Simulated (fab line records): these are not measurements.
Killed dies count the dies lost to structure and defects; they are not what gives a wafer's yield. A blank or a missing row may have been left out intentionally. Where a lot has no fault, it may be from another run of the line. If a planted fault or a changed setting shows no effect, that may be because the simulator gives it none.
What tool caused it? -- flow gf180mcu -- 39 wafers from 13 lots sampled at 4 of the route's 602 steps

== WHAT THE GAUGES SHOWED, per wafer ==
GF_PASSIVATION_BOW_MEAS_14.
lot,measured,on,PASSIVATION_BOW (um)
L970,day 29 20:00,film metro-01,137 140 136
L971,day 30 06:01,film metro-01,139 132 127
L972,day 30 11:09,film metro-04,148 144 145
L973,day 30 18:36,film metro-03,160 139 160
L974,day 30 23:45,film metro-04,142 146 129
L976,day 31 10:50,film metro-03,136 140 143
L979,day 32 15:06,film metro-01,137 130 137
L980,day 32 16:36,film metro-03,137 125 122
L983,day 33 09:07,film metro-01,146 142 135
L984,day 33 10:52,film metro-01,135 151 134
L988,day 34 10:51,film metro-03,129 140 135
L990,day 34 21:14,film metro-01,146 144 149
L991,day 35 12:01,film metro-01,145 138 135

== EACH LOT AND THE TOOL THAT RAN IT (in order: tool; ch and the chambers of the sampled wafers; start) ==
lot,GF_M4_METAL_ETCH_16,GF_V4_CMP_26,GF_MIM_CVD_05
L970,"rie metal-03 ch 0, day 24 08:58","cmp-02 ch 0,2,3, day 25 09:14","pecvd-01 ch 1,2, day 25 09:37"
L971,"rie metal-03 ch 0,1, day 24 17:49","cmp-01 ch 0,2,3, day 25 17:34","pecvd-04 ch 0,2, day 25 17:59"
L972,"rie metal-01 ch 0,1, day 25 00:04","cmp-02 ch 0,1,3, day 26 00:05","pecvd-03 ch 1,2, day 26 00:37"
L973,"rie metal-02 ch 0,1, day 25 11:46","cmp-01 ch 0,2, day 26 11:18","pecvd-04 ch 0,1, day 26 11:49"
L974,"rie metal-01 ch 0,1, day 25 16:38","cmp-01 ch 0,2,3, day 26 15:58","pecvd-04 ch 0,1,2, day 26 16:23"
L976,"rie metal-01 ch 0, day 26 05:40","cmp-02 ch 1,2,3, day 27 05:07","pecvd-04 ch 0,1,2, day 27 05:35"
L979,"rie metal-01 ch 0,1, day 27 14:01","cmp-01 ch 0,1, day 28 12:40","pecvd-04 ch 0,1,2, day 28 13:08"
L980,"rie metal-03 ch 0,1, day 27 16:07","cmp-02 ch 0,1,2, day 28 14:29","pecvd-01 ch 0,1,2, day 28 14:58"
L983,"rie metal-03 ch 0, day 28 13:05","cmp-02 ch 0,2,3, day 29 10:38","pecvd-04 ch 0,2, day 29 11:04"
L984,"rie metal-02 ch 0,1, day 28 15:37","cmp-01 ch 0,3, day 29 14:13","pecvd-04 ch 0,1,2, day 29 14:46"
L988,"rie metal-03 ch 0,1, day 29 20:14","cmp-02 ch 0,2, day 30 17:01","pecvd-01 ch 0,1, day 30 17:32"
L990,"rie metal-02 ch 0,1, day 30 11:13","cmp-02 ch 0,1,3, day 31 07:46","pecvd-01 ch 0,2, day 31 08:14"
L991,"rie metal-01 ch 0,1, day 30 15:34","cmp-01 ch 1,2,3, day 31 23:38","pecvd-01 ch 1,2, day 32 00:04"
- GF_M4_METAL_ETCH_16: etches the open film in Cl2/BCl3, stops on SiO2, target depth 750.8 nm, time 125.1 s.
- GF_V4_CMP_26: polishes, stops on SiO2, t overpolish 15 s, target thk 0 nm.
- GF_MIM_CVD_05: deposits Si3N4, target thk 42 nm, time 29.086 s.

== WHAT THE TOOLS THEMSELVES READ (means of the sampled wafers that have a number; where no wafer has one, the mark that the record gives instead) ==
GF_M4_METAL_ETCH_16.
lot,tool,drypump motor current A (A),oes product au (a.u.),throttle valve pct (%)
L970,rie metal-03,5.2,0.990,28.245
L971,rie metal-03,5.6,0.994,28.236
L972,rie metal-01,5.6,0.985,28.233
L973,rie metal-02,5.7,0.995,28.228
L974,rie metal-01,5.6,0.986,28.244
L976,rie metal-01,5.3,0.982,28.236
L979,rie metal-01,5.6,0.982,28.241
L980,rie metal-03,5.6,0.988,28.233
L983,rie metal-03,5.2,0.992,28.227
L984,rie metal-02,5.6,0.995,28.219
L988,rie metal-03,6.0,0.998,28.220
L990,rie metal-02,5.6,0.998,28.227
L991,rie metal-01,5.6,0.985,28.239

GF_V4_CMP_26.
lot,tool,motor current A (A),overpolish run s (s),time to endpoint s (s)
L970,cmp-02,9.6,14.998,86
L971,cmp-01,9.6,15.004,87
L972,cmp-02,10.7,15.006,89
L973,cmp-01,8.9,15.002,86
L974,cmp-01,9.8,14.992,83
L976,cmp-02,10.8,14.994,83
L979,cmp-01,10.0,14.999,88
L980,cmp-02,9.4,14.996,86
L983,cmp-02,9.6,14.997,86
L984,cmp-01,10.6,15.005,82
L988,cmp-02,8.4,14.997,85
L990,cmp-02,10.4,15.001,87
L991,cmp-01,10.1,15.000,90

GF_MIM_CVD_05.
lot,tool,heater power w (W)
L970,pecvd-01,579
L971,pecvd-04,648
L972,pecvd-03,728
L973,pecvd-04,609
L974,pecvd-04,655
L976,pecvd-04,587
L979,pecvd-04,626
L980,pecvd-01,534
L983,pecvd-04,579
L984,pecvd-04,626
L988,pecvd-01,557
L990,pecvd-01,638
L991,pecvd-01,557

== THE ANSWER, worked out from the rows above alone ==
Rule: the lots themselves supply what counts as usual. Put in order of their means at a reading, lots are off if they are a third of the lots or fewer, leave a main group of 4 or more, and stand apart from it by a gap of 3 or more times the standard deviation of the main group's means; of several such gaps the widest counts. If all means in a main group match to the digits the tables above print for the reading, that group is not used. Also off: a lot with no number at a reading for which 4 or more lots have one. Where the step has rows for the other lots, those lots are counted as sound. The gauges are gone through in route order, then the tools' own readings, and for those a lot's mean is taken as printed above. At the first step where some lot is off, the reading lying furthest off is the one used; lots without a number count as furthest.
None of the lots is off at any reading shown; this tells nothing.

== WHAT THE SIMULATOR HAD INSERTED ==
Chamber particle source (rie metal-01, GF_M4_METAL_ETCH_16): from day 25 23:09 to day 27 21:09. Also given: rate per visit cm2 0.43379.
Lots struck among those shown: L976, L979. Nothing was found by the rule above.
